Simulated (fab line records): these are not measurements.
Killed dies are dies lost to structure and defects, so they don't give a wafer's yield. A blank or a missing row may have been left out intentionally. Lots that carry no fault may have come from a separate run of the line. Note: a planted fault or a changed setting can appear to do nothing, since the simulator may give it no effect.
fab line records + flow sky130
record
- lots=6
- wafers=18
- last_day=49
route steps=708 shown POLY_CUT@312 SD_P@320 PAD_OPEN@708
lots that met no fault: taken from a fault-free run of the same line
start_h: hours from the record's first day to the start of the lot's first wafer shown + wait_h: hours since the lot's step before + " unchanged from the row above + L1.1+2: several wafers, shown together as one row + - no value present, or no start provided + * or withheld: withheld + < > ~ a bound
route shown NAME@n: names a module that has steps shown in the file, with the first one's number in the route + usual: mean/standard deviation taken from wafers without a fault + same: alike in all rows + chamber/n: place in a boat + sites: readings site by site + _std_site: the standard deviation of these + _edge_site: outer sites' mean less inner sites' + radius_mm: how far each site lies from the wafer's centre + mask NAME#n: copy n + behind: the last tool/chamber to shape the wafer + hold: why the lot went on hold/how many hours it stayed there/how the hold came to an end + device: whichever transistor did not switch (one of n, p or np) + end of line: the tests these same wafers got at the end of their route + step lacking rows: just its recipe + killed: the dies lost at the first sort to structure and to defects; this is not the yield of the wafer + map: dies across one wafer; x = killed, . = not, _ = none there
set.NAME: the setting as run; set.NAME@STEP: as run at that earlier step + model.NAME: the simulator's own value behind a step, which no gauge read
lots seen at some steps along the route; tables by step, rows by wafer
services: the hour from which a tool's chamber was out of use, counted from the record's first day as start_h (under 0 if before that day), plus the number of hours and why
## steps
# step SKY_POLY_CUT_EXPOSE_05
# recipe
- mask_id=NPCM
- na=0.8
- source_shape=annular
- sigma_inner=0.55
- sigma_outer=0.85
- target_cd_nm=270
- dose_mj=32
# step SKY_POLY_CUT_PEB_06
# recipe
- peb_temp_c=withheld
- peb_time_s=withheld
- resist=KrF-thick
# step SKY_POLY_CUT_DEVELOP_07
# recipe
- develop_time_s=60
- resist=KrF-thick
- dev_temp_c=21
# step SKY_POLY_CUT_CD_MEAS_08
# recipe
- target_cd_nm=270
# usual
- cd_nm=270.2/1.4
| lot.wafer | tool      | chamber | start_h | wait_h | cd_nm |
|-----------|-----------|---------|---------|--------|-------|
| L139.2    | cd_sem-01 | -       | 577.44  | -      | 269.4 |
| L139.3    | "         | -       | "       | "      | 271.0 |
| L139.6    | "         | -       | "       | "      | 271.4 |
| L144.1    | cd_sem-01 | -       | 620.55  | -      | 269.8 |
| L144.4    | "         | -       | "       | "      | 267.9 |
| L144.5    | "         | -       | "       | "      | 267.8 |
| L147.1    | cd_sem-01 | -       | 649.67  | -      | 271.6 |
| L147.5    | "         | -       | "       | "      | 272.1 |
| L147.6    | "         | -       | "       | "      | 270.3 |
| L150.3    | cd_sem-02 | -       | 667.86  | -      | 270.8 |
| L150.4    | "         | -       | "       | "      | 270.9 |
| L150.5    | "         | -       | "       | "      | 270.8 |
| L151.3    | cd_sem-01 | -       | 691.14  | -      | 268.6 |
| L151.5    | "         | -       | "       | "      | 269.3 |
| L151.6    | "         | -       | "       | "      | 268.4 |
| L152.1    | cd_sem-02 | -       | 699.48  | -      | 271.3 |
| L152.2    | "         | -       | "       | "      | 271.5 |
| L152.5    | "         | -       | "       | "      | 270.6 |
# step SKY_POLY_CUT_OVL_MEAS_09
# usual
- POLY_CUT_OVL=-1/5.2
| lot.wafer | tool       | chamber | start_h | wait_h | POLY_CUT_OVL[nm] |
|-----------|------------|---------|---------|--------|------------------|
| L139.2    | overlay-02 | -       | 577.55  | 0.1    | 2                |
| L139.3    | "          | -       | "       | "      | 7                |
| L139.6    | "          | -       | "       | "      | 5                |
| L144.1    | overlay-01 | -       | 620.68  | 0.1    | 3                |
| L144.4    | "          | -       | "       | "      | 6                |
| L144.5    | "          | -       | "       | "      | -1               |
| L147.1    | overlay-02 | -       | 649.79  | 0.1    | 2                |
| L147.5    | "          | -       | "       | "      | 1                |
| L147.6    | "          | -       | "       | "      | -4               |
| L150.3    | overlay-02 | -       | 667.95  | 0.1    | -10              |
| L150.4    | "          | -       | "       | "      | -9               |
| L150.5    | "          | -       | "       | "      | -6               |
| L151.3    | overlay-02 | -       | 691.23  | 0.1    | -4               |
| L151.5    | "          | -       | "       | "      | -10              |
| L151.6    | "          | -       | "       | "      | -4               |
| L152.1    | overlay-01 | -       | 699.60  | 0.1    | 3                |
| L152.2    | "          | -       | "       | "      | 0                |
| L152.5    | "          | -       | "       | "      | 10               |
# step SKY_POLY_CUT_ETCH_10
# recipe
- chemistry=N2/H2
- target=BARC
- ion_energy_ev=200
- source_w=500
- bias_w=100
- pressure_mtorr=30
- n2_flow_sccm=100
- h2_flow_sccm=200
- stop_on=SiO2
- time_s=45.9
- target_depth_a=600
# usual
- drypump_motor_current_A=5.6/0.46
- oes_product_au=0.855/0.0047
- throttle_valve_pct=13.225/0.0086
# same
- time_s=45.9
| lot.wafer | tool        | chamber | start_h | wait_h | drypump_motor_current_A | oes_product_au | rf_hours_counter_h | throttle_valve_pct |
|-----------|-------------|---------|---------|--------|-------------------------|----------------|--------------------|--------------------|
| L139.2    | rie_diel-02 | 0       | 577.58  | 0.0    | 5.1                     | 0.851          | 4                  | 13.219             |
| L139.3    | "           | 3       | "       | "      | 5.0                     | 0.852          | 2                  | 13.229             |
| L139.6    | "           | 3       | "       | "      | 5.0                     | 0.852          | -                  | 13.218             |
| L144.1    | rie_diel-02 | 3       | 620.71  | 0.0    | 5.0                     | 0.859          | 3                  | 13.212             |
| L144.4    | "           | 0       | "       | "      | 5.2                     | 0.858          | 6                  | 13.218             |
| L144.5    | "           | 1       | "       | "      | 6.1                     | 0.850          | -                  | 13.229             |
| L147.1    | rie_diel-01 | 3       | 649.83  | 0.0    | 5.1                     | 0.858          | 5                  | 13.219             |
| L147.5    | "           | 1       | "       | "      | 5.0                     | 0.858          | -                  | 13.218             |
| L147.6    | "           | 2       | "       | "      | 6.1                     | 0.854          | -                  | 13.209             |
| L150.3    | rie_diel-02 | 0       | 667.98  | 0.0    | 5.2                     | 0.855          | 7                  | 13.223             |
| L150.4    | "           | 1       | "       | "      | 6.1                     | 0.863          | 13                 | 13.221             |
| L150.5    | "           | 3       | "       | "      | 5.0                     | 0.848          | -                  | 13.227             |
| L151.3    | rie_diel-01 | 0       | 691.26  | 0.0    | 5.5                     | 0.852          | 8                  | 13.224             |
| L151.5    | "           | 3       | "       | "      | 5.1                     | 0.854          | -                  | 13.230             |
| L151.6    | "           | 2       | "       | "      | 6.1                     | 0.851          | -                  | 13.226             |
| L152.1    | rie_diel-01 | 0       | 699.63  | 0.0    | 5.5                     | 0.868          | 8                  | 13.213             |
| L152.2    | "           | 2       | "       | "      | 6.0                     | 0.855          | 27                 | 13.228             |
| L152.5    | "           | 2       | "       | "      | 6.1                     | 0.856          | -                  | 13.230             |
# step SKY_POLY_CUT_ETCH_11
# recipe
- target=Si3N4
- chemistry=CF4/CH2F2/Ar
- stop_on=poly-Si
- source_w=600
- bias_w=150
- pressure_mtorr=40
- cf4_flow_sccm=40
- ch2f2_flow_sccm=20
- Ar_flow_sccm=150
- time_s=42.5
- target_depth_a=600
# usual
- drypump_motor_current_A=5.6/0.46
- oes_product_au=0.829/0.007
- throttle_valve_pct=14.996/0.0089
# same
- time_s=42.5
| lot.wafer | tool        | chamber | start_h | wait_h | drypump_motor_current_A | oes_product_au | rf_hours_counter_h | throttle_valve_pct |
|-----------|-------------|---------|---------|--------|-------------------------|----------------|--------------------|--------------------|
| L139.2    | rie_diel-02 | 0       | 577.62  | 0.0    | 5.2                     | 0.818          | 4                  | 14.996             |
| L139.3    | "           | 3       | "       | "      | 5.0                     | 0.828          | 2                  | 14.986             |
| L139.6    | "           | 3       | "       | "      | 5.0                     | 0.829          | -                  | 15.003             |
| L144.1    | rie_diel-02 | 3       | 620.75  | 0.0    | 5.0                     | 0.812          | 3                  | 15.018             |
| L144.4    | "           | 0       | "       | "      | 5.2                     | 0.823          | 6                  | 14.996             |
| L144.5    | "           | 1       | "       | "      | 6.1                     | 0.829          | -                  | 15.000             |
| L147.1    | rie_diel-01 | 3       | 649.87  | 0.0    | 5.1                     | 0.835          | 5                  | 15.009             |
| L147.5    | "           | 1       | "       | "      | 5.0                     | 0.833          | -                  | 14.997             |
| L147.6    | "           | 2       | "       | "      | 6.1                     | 0.831          | -                  | 14.998             |
| L150.3    | rie_diel-02 | 0       | 668.02  | 0.0    | 5.2                     | 0.827          | 7                  | 15.001             |
| L150.4    | "           | 1       | "       | "      | 6.1                     | 0.832          | 13                 | 15.004             |
| L150.5    | "           | 3       | "       | "      | 5.0                     | 0.825          | -                  | 15.008             |
| L151.3    | rie_diel-01 | 0       | 691.30  | 0.0    | 5.5                     | 0.827          | 8                  | 14.992             |
| L151.5    | "           | 3       | "       | "      | 5.1                     | 0.821          | -                  | 15.005             |
| L151.6    | "           | 2       | "       | "      | 6.1                     | 0.830          | -                  | 15.004             |
| L152.1    | rie_diel-01 | 0       | 699.69  | 0.0    | 5.5                     | 0.830          | 8                  | 14.992             |
| L152.2    | "           | 2       | "       | "      | 6.1                     | 0.832          | 27                 | 14.999             |
| L152.5    | "           | 2       | "       | "      | 6.1                     | 0.826          | -                  | 14.987             |
# step SKY_POLY_CUT_STRIP_12
# recipe
- chemistry=O2/N2
- power_w=1400
- pressure_mtorr=1500
- platen_temp_c=withheld
- o2_flow_sccm=3000
- n2_flow_sccm=300
- overash_fraction=0.5
# usual
- drypump_motor_current_A=5.5/0.48
- oes_product_au=0.452/0.0045
- strip_time_to_endpoint_s=5.356/0.017
| lot.wafer | tool            | chamber | start_h | wait_h | drypump_motor_current_A | oes_product_au | rf_hours_counter_h | strip_time_to_endpoint_s |
|-----------|-----------------|---------|---------|--------|-------------------------|----------------|--------------------|--------------------------|
| L139.2    | plasma_asher-02 | 1       | 577.66  | 0.0    | 5.6                     | 0.457          | 45                 | 5.360                    |
| L139.3    | "               | 1       | "       | "      | 5.6                     | 0.454          | -                  | 5.345                    |
| L139.6    | "               | 1       | "       | "      | 5.6                     | 0.448          | -                  | 5.355                    |
| L144.1    | plasma_asher-01 | 1       | 620.80  | 0.0    | 4.8                     | 0.449          | 81                 | 5.347                    |
| L144.4    | "               | 0       | "       | "      | 5.7                     | 0.449          | -                  | 5.334                    |
| L144.5    | "               | 1       | "       | "      | 4.8                     | 0.447          | -                  | 5.336                    |
| L147.1    | plasma_asher-01 | 1       | 649.91  | 0.0    | 4.8                     | 0.457          | 84                 | 5.351                    |
| L147.5    | "               | 1       | "       | "      | 4.8                     | 0.447          | -                  | 5.338                    |
| L147.6    | "               | 0       | "       | "      | 5.7                     | 0.458          | -                  | 5.363                    |
| L150.3    | plasma_asher-03 | 1       | 668.09  | 0.1    | 5.8                     | 0.450          | -                  | 5.331                    |
| L150.4    | "               | 0       | "       | "      | 6.3                     | 0.452          | -                  | 5.360                    |
| L150.5    | "               | 0       | "       | "      | 6.4                     | 0.448          | -                  | 5.320                    |
| L151.3    | plasma_asher-02 | 1       | 691.37  | 0.1    | 5.6                     | 0.454          | -                  | 5.346                    |
| L151.5    | "               | 1       | "       | "      | 5.6                     | 0.445          | -                  | 5.361                    |
| L151.6    | "               | 0       | "       | "      | 5.1                     | 0.452          | -                  | 5.377                    |
| L152.1    | plasma_asher-02 | 0       | 699.75  | 0.0    | 5.0                     | 0.450          | 58                 | 5.380                    |
| L152.2    | "               | 1       | "       | "      | 5.6                     | 0.456          | 58                 | 5.363                    |
| L152.5    | "               | 1       | "       | "      | 5.6                     | 0.455          | -                  | 5.383                    |
# step SKY_SD_P_DEHYDRATE_00
# recipe
- temp_c=200
- time_s=60
# step SKY_SD_P_HMDS_01
# recipe
- prime_time_s=60
- prime_temp_c=120
# step SKY_SD_P_COAT_02
# recipe
- resist=NOVOLAK
- spin_rpm=3000
- resist_thk_nm=1140
# step SKY_SD_P_SOFTBAKE_03
# recipe
- temp_c=90
- time_s=60
- resist=NOVOLAK
# step SKY_SD_P_EXPOSE_04
# recipe
- mask_id=PSDM
- na=0.6
- source_shape=conventional
- sigma_outer=0.6
- polarization=unpolarized
- target_cd_nm=380
- dose_mj=138
# usual
- exposure_dose_mJ_cm2=137.91/0.14
- reticle_temp_C=22.99/0.086
# same
- na=0.6
| lot.wafer | tool             | chamber | start_h | wait_h | mask   | exposure_dose_mJ_cm2 | reticle_temp_C |
|-----------|------------------|---------|---------|--------|--------|----------------------|----------------|
| L139.2    | iline_stepper-02 | 0       | 592.88  | -      | PSDM#0 | 137.99               | 22.86          |
| L139.3    | "                | 0       | "       | "      | PSDM#0 | 137.89               | 23.00          |
| L139.6    | "                | 0       | "       | "      | PSDM#0 | 137.85               | 22.86          |
| L144.1    | iline_stepper-02 | 0       | 634.87  | -      | PSDM#0 | 137.71               | 22.88          |
| L144.4    | "                | 0       | "       | "      | PSDM#0 | 137.77               | 22.99          |
| L144.5    | "                | 0       | "       | "      | PSDM#0 | 137.85               | 23.05          |
| L147.1    | iline_stepper-01 | 0       | 664.60  | -      | PSDM#0 | 137.82               | 22.94          |
| L147.5    | "                | 0       | "       | "      | PSDM#0 | 137.84               | 23.03          |
| L147.6    | "                | 0       | "       | "      | PSDM#0 | 137.83               | 22.86          |
| L150.3    | iline_stepper-02 | 0       | 682.96  | -      | PSDM#0 | 138.02               | 22.90          |
| L150.4    | "                | 0       | "       | "      | PSDM#0 | 137.99               | 23.00          |
| L150.5    | "                | 0       | "       | "      | PSDM#0 | 138.00               | 22.79          |
| L151.3    | iline_stepper-01 | 0       | 705.46  | -      | PSDM#0 | 137.66               | 23.15          |
| L151.5    | "                | 0       | "       | "      | PSDM#0 | 137.74               | 22.98          |
| L151.6    | "                | 0       | "       | "      | PSDM#0 | 137.82               | 23.11          |
| L152.1    | iline_stepper-02 | 0       | 714.75  | -      | PSDM#0 | 138.04               | 23.02          |
| L152.2    | "                | 0       | "       | "      | PSDM#0 | 138.07               | 23.08          |
| L152.5    | "                | 0       | "       | "      | PSDM#0 | 137.82               | 23.03          |
# step SKY_SD_P_PEB_05
# recipe
- temp_c=withheld
- time_s=*
- resist=NOVOLAK
# step SKY_SD_P_DEVELOP_06
# recipe
- resist=NOVOLAK
- developer=TMAH
- develop_time_s=60
- dev_temp_c=23
# step SKY_SD_P_CD_MEAS_07
# recipe
- target_cd_nm=380
# usual
- cd_nm=379.1/2.7
| lot.wafer | tool      | chamber | start_h | wait_h | hold                     | cd_nm |
|-----------|-----------|---------|---------|--------|--------------------------|-------|
| L139.2    | cd_sem-01 | -       | 607.49  | 0.1    | -                        | 380.1 |
| L139.3    | "         | -       | "       | "      | -                        | 377.4 |
| L139.6    | "         | -       | "       | "      | -                        | 377.4 |
| L144.1    | cd_sem-02 | -       | 649.93  | 0.1    | -                        | 382.7 |
| L144.4    | "         | -       | "       | "      | -                        | 381.6 |
| L144.5    | "         | -       | "       | "      | -                        | 382.4 |
| L147.1    | cd_sem-02 | -       | 679.53  | 0.1    | -                        | 373.7 |
| L147.5    | "         | -       | "       | "      | -                        | 375.8 |
| L147.6    | "         | -       | "       | "      | -                        | 375.0 |
| L150.3    | cd_sem-01 | -       | 696.14  | 0.2    | await_dispo/0.2h/release | 366.1 |
| L150.4    | "         | -       | "       | "      | await_dispo/0.2h/release | 366.7 |
| L150.5    | "         | -       | "       | "      | await_dispo/0.2h/release | 376.8 |
| L150.3    | cd_sem-01 | -       | 696.42  | 0.3    | -                        | 366.3 |
| L150.4    | "         | -       | "       | "      | -                        | 367.1 |
| L150.5    | "         | -       | "       | "      | -                        | 377.0 |
| L151.3    | cd_sem-02 | -       | 719.32  | 0.1    | -                        | 379.9 |
| L151.5    | "         | -       | "       | "      | -                        | 378.2 |
| L151.6    | "         | -       | "       | "      | -                        | 381.6 |
| L152.1    | cd_sem-01 | -       | 727.68  | 0.1    | await_dispo/0.2h/release | 368.1 |
| L152.2    | "         | -       | "       | "      | await_dispo/0.2h/release | 382.4 |
| L152.5    | "         | -       | "       | "      | await_dispo/0.2h/release | 381.6 |
| L152.1    | cd_sem-01 | -       | 727.96  | 0.3    | -                        | 368.3 |
| L152.2    | "         | -       | "       | "      | -                        | 382.2 |
| L152.5    | "         | -       | "       | "      | -                        | 381.6 |
# step SKY_SD_P_OVL_MEAS_08
# usual
- SD_P_OVL=-0.9/1.1
| lot.wafer | tool       | chamber | start_h | wait_h | hold                     | SD_P_OVL[nm] |
|-----------|------------|---------|---------|--------|--------------------------|--------------|
| L139.2    | overlay-01 | -       | 607.60  | 0.1    | -                        | -2.6         |
| L139.3    | "          | -       | "       | "      | -                        | -3.2         |
| L139.6    | "          | -       | "       | "      | -                        | -0.9         |
| L144.1    | overlay-02 | -       | 650.05  | 0.1    | -                        | -2.0         |
| L144.4    | "          | -       | "       | "      | -                        | -0.7         |
| L144.5    | "          | -       | "       | "      | -                        | -1.5         |
| L147.1    | overlay-01 | -       | 679.65  | 0.1    | -                        | -0.9         |
| L147.5    | "          | -       | "       | "      | -                        | -1.1         |
| L147.6    | "          | -       | "       | "      | -                        | -0.4         |
| L150.3    | overlay-01 | -       | 700.76  | 4.3    | await_dispo/4.2h/release | -0.2         |
| L150.4    | "          | -       | "       | "      | await_dispo/4.2h/release | -0.7         |
| L150.5    | "          | -       | "       | "      | await_dispo/4.2h/release | -0.9         |
| L151.3    | overlay-02 | -       | 719.42  | 0.1    | -                        | -1.4         |
| L151.5    | "          | -       | "       | "      | -                        | 1.0          |
| L151.6    | "          | -       | "       | "      | -                        | 1.6          |
| L152.1    | overlay-02 | -       | 728.08  | 0.1    | -                        | -2.0         |
| L152.2    | "          | -       | "       | "      | -                        | -1.9         |
| L152.5    | "          | -       | "       | "      | -                        | -1.1         |
# step SKY_PAD_OPEN_PROBE_99
# usual
- killed_at_M0_to_M3=44/7.4
- killed_at_M4_up=3.1/1.8
- killed_at_contacts=25/6
- killed_at_front_end=15/4.4
- killed_at_other=0.3/0.49
- killed_dies=88/10
- killed_on_rim=17/3.6
- killed_open=48/7.4
- killed_short=39/6.3
# same
- gross_dies=492
- killed_at_back_side=0
| lot.wafer | tool      | chamber | start_h | wait_h | killed_at_M0_to_M3 | killed_at_M4_up | killed_at_contacts | killed_at_front_end | killed_at_other | killed_dies | killed_on_rim | killed_open | killed_short |
|-----------|-----------|---------|---------|--------|--------------------|-----------------|--------------------|---------------------|-----------------|-------------|---------------|-------------|--------------|
| L139.2    | prober-01 | -       | 1097.95 | 0.1    | 47                 | 2               | 24                 | 26                  | 0               | 99          | 20            | 58          | 41           |
| L139.3    | prober-01 | -       | 1098.00 | 0.2    | 50                 | 4               | 15                 | 13                  | 0               | 82          | 16            | 42          | 40           |
| L139.6    | prober-01 | -       | 1098.15 | 0.2    | 56                 | 1               | 34                 | 18                  | 0               | 109         | 26            | 57          | 52           |
| L144.1    | prober-02 | -       | 1124.55 | 0.1    | 48                 | 5               | 31                 | 11                  | 0               | 95          | 22            | 46          | 49           |
| L144.4    | prober-02 | -       | 1124.70 | 0.2    | 45                 | 2               | 18                 | 16                  | 0               | 81          | 11            | 40          | 41           |
| L144.5    | prober-02 | -       | 1124.75 | 0.2    | 48                 | 6               | 30                 | 16                  | 0               | 100         | 16            | 54          | 46           |
| L150.3    | prober-02 | -       | 1156.31 | 0.2    | 61                 | 6               | 23                 | 21                  | 0               | 111         | 20            | 63          | 45           |
| L150.4    | prober-02 | -       | 1156.36 | 0.2    | 50                 | 6               | 22                 | 19                  | 0               | 97          | 15            | 48          | 49           |
| L150.5    | prober-02 | -       | 1156.41 | 0.2    | 45                 | 5               | 26                 | 16                  | 0               | 92          | 19            | 48          | 44           |
# killed by level:class
L139.2 CONTACT:geometric_particle:open=11 VIA3:geometric_particle:open=10 LI_CONTACT:geometric_particle:open=9 FIELD_ISO:geometric_particle:short=8 VIA1:geometric_particle:open=8 POLY_GATE:geometric_particle:open=7 VIA1:geometric_particle:short=7 POLY_GATE:geometric_particle:short=5
L139.3 VIA1:geometric_particle:open=10 METAL1:geometric_particle:short=9 VIA3:geometric_particle:open=7 VIA2:geometric_particle:open=5 FIELD_ISO:geometric_particle:open=4 VIA1:geometric_particle:short=4 CONTACT:geometric_particle:short=4 POLY_GATE:geometric_particle:open=3
L139.6 VIA1:geometric_particle:open=16 CONTACT:geometric_particle:open=11 LOCAL_INTERCONNECT:geometric_particle:short=10 VIA3:geometric_particle:open=9 METAL2:geometric_particle:short=8 LI_CONTACT:geometric_particle:open=7 METAL1:geometric_particle:short=7 POLY_GATE:geometric_particle:short=6
L144.1 CONTACT:geometric_particle:open=10 METAL2:geometric_particle:short=10 CONTACT:geometric_particle:short=9 METAL1:geometric_particle:short=8 VIA1:geometric_particle:open=7 VIA3:geometric_particle:open=7 VIA2:geometric_particle:open=6 LI_CONTACT:geometric_particle:short=4
L144.4 VIA3:geometric_particle:open=10 VIA1:geometric_particle:short=6 VIA1:geometric_particle:open=6 LI_CONTACT:geometric_particle:short=5 VIA2:geometric_particle:open=5 FIELD_ISO:geometric_particle:short=4 CONTACT:geometric_particle:open=4 METAL2:geometric_particle:short=4
L144.5 VIA1:geometric_particle:open=16 CONTACT:geometric_particle:open=12 POLY_GATE:geometric_particle:short=8 LI_CONTACT:geometric_particle:open=8 VIA2:geometric_particle:open=7 METAL1:geometric_particle:short=6 VIA1:geometric_particle:short=5 LOCAL_INTERCONNECT:geometric_particle:short=4
L150.3 VIA1:geometric_particle:open=11 VIA3:geometric_particle:open=10 CONTACT:geometric_particle:open=10 METAL1:geometric_particle:short=10 VIA2:geometric_particle:open=9 POLY_GATE:geometric_particle:open=8 METAL2:geometric_particle:short=7 LI_CONTACT:geometric_particle:open=5
L150.4 VIA1:geometric_particle:open=13 VIA2:geometric_particle:open=10 CONTACT:geometric_particle:open=8 METAL2:geometric_particle:short=8 POLY_GATE:geometric_particle:short=6 LI_CONTACT:geometric_particle:open=6 VIA1:geometric_particle:short=6 CONTACT:geometric_particle:short=5
L150.5 METAL2:geometric_particle:short=10 CONTACT:geometric_particle:open=10 LI_CONTACT:geometric_particle:open=8 METAL1:geometric_particle:short=7 VIA1:geometric_particle:open=7 VIA2:geometric_particle:open=6 FIELD_ISO:geometric_particle:short=4 SPACER:geometric_particle:short=4
## services
| tool             | chamber | start_h | hours | kind           |
|------------------|---------|---------|-------|----------------|
| rie_diel-01      | 1       | 554.02  | -     | clean          |
| rie_diel-01      | 1       | 554.02  | 21.4  | scheduled_down |
| rie_diel-01      | 1       | 554.02  | 21.4  | vent_cycle     |
| iline_stepper-01 | -       | 558.23  | 1.0   | repair         |
| rie_diel-01      | 2       | 559.76  | 8.3   | repair         |
| rie_diel-01      | 1       | 589.14  | 5.2   | repair         |
| rie_diel-02      | -       | 598.16  | 2.8   | pm             |
| iline_stepper-02 | -       | 607.39  | 4.4   | pm             |
| iline_stepper-01 | -       | 615.74  | 5.7   | repair         |
| iline_stepper-02 | -       | 655.09  | 1.7   | pm             |
| iline_stepper-02 | -       | 662.99  | 1.0   | repair         |
| iline_stepper-01 | 0       | 664.19  | -     | calibration    |
| rie_diel-01      | 1       | 680.49  | 132.0 | repair         |
| iline_stepper-01 | -       | 681.80  | 1.7   | pm             |
| plasma_asher-03  | -       | 693.75  | 2.8   | repair         |
| rie_diel-01      | 3       | 694.55  | 10.0  | repair         |
| plasma_asher-02  | -       | 712.92  | 1.5   | repair         |
## key
first_sign
- step=SKY_SD_P_CD_MEAS_07
- reading=visit
- direction=added
effect
- step=SKY_SD_P_CD_MEAS_07
- reading=cd_nm
- direction=down
- sigmas=4.4
- usual=379.1
- struck=367.0
met_at SKY_SD_P_EXPOSE_04
struck_wafers L150.3,L150.4,L152.1
tester_left_out L150,L152
onset_between 634.87 682.96
fault
- kind=process_parameter_drift
- tool=iline_stepper-02
- chamber=-
- onset_h=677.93
- steps=SKY_SD_P_EXPOSE_04
- channel=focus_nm
- offset=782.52
- shape=step
- end_h=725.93
- scope=struck_wafers_only
# tester_left_out: of these lots the tester's yield and bins aren't shown, on N5 and GAA mostly nor the transistor test; their killed dies are dies lost to structure and defects alone, not to doping, threshold or leakage, so they don't give the yield
